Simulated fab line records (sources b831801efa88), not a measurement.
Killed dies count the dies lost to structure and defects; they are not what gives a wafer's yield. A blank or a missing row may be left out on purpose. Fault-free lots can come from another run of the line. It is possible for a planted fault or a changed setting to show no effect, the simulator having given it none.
One fault seen from 2 desks -- flow gf180mcu -- numbers are kept per desk, each desk with only its own; the story behind them comes last

FOR THE TOOL OWNER'S DESK: cvdW-01
The tool's own readings at GF_V2_CVD_23 (deposits W, target thk 350 nm, time 104.94 s): means of the sampled wafers that have a number, for each lot that ran on this tool. The brackets show how far a lot's mean lies from the usual mean; more than 4 standard deviations puts the lot out of limits, marked OUT.
Columns: A = heaterPowerOuterW at GF_V2_CVD_23, usual 519 W; B = heaterPowerW at GF_V2_CVD_23, usual 863 W; C = susceptorTempC at GF_V2_CVD_23, usual 400.01 C
lot,first seen here,A,B,C
L577,day 20 08:01,532,873,400.04
L579,day 21 03:13,500,835,393.38 (-28) OUT
L581,day 21 19:48,487,824,393.37 (-28) OUT
L594,day 26 07:26,516,866,399.96
L596,day 26 22:49,524,868,400.00
L599,day 27 17:58,531,871,399.98
This desk's verdict: out of limits on L579, L581, starting with L579 at day 21 03:13 (susceptorTempC at GF_V2_CVD_23). Within limits: L577, L594, L596, L599.

FROM THE METROLOGY DESK
What the gauges read for every lot (on any tool): the sampled wafers with a number, averaged. The brackets show how far a lot's mean lies from the usual mean; more than 4 standard deviations puts the lot out of limits, marked OUT.
Columns: A = V2_W_RS at GF_V2_RS_MEAS_24, usual 0.328 ohm/sq; B = V2_W_THK at GF_V2_THK_MEAS_25, usual 360 nm
lot,first seen here,A,B
L577,day 20 08:08,0.326,362
L579,day 21 03:20,0.361 (+10) OUT,327 (-7.3) OUT
L581,day 21 19:55,0.369 (+13) OUT,319 (-9.1) OUT
L591,day 25 14:05,0.330,351
L594,day 26 07:33,0.330,357
L595,day 26 17:42,0.328,359
L596,day 26 22:56,0.326,362
L597,day 27 06:16,0.326,359
L598,day 27 11:38,0.328,358
L599,day 27 18:05,0.325,362
This desk's finding: out of limits on L579, L581; first on L579, day 21 03:20 (V2_W_RS at GF_V2_RS_MEAS_24). Within limits: L577, L591, L594, L595, L596, L597, L598, L599.

PUT TOGETHER
The tool owner's desk had the chance to raise an alarm at day 21 03:13 on L579, L581.
L579, L581 would have let the metrology desk raise an alarm at day 21 03:20.
All the named lots went through GF_V2_CVD_23 on cvdW-01.

WHAT THE SIMULATOR HAD INSERTED
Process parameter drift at GF_V2_CVD_23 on cvdW-01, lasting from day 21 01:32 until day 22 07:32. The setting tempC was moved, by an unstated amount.
Struck lots among those shown: L579, L581.
Time in hours from fault onset to the first out-of-limits reading at each desk: tool owner's desk 2, metrology desk 2.
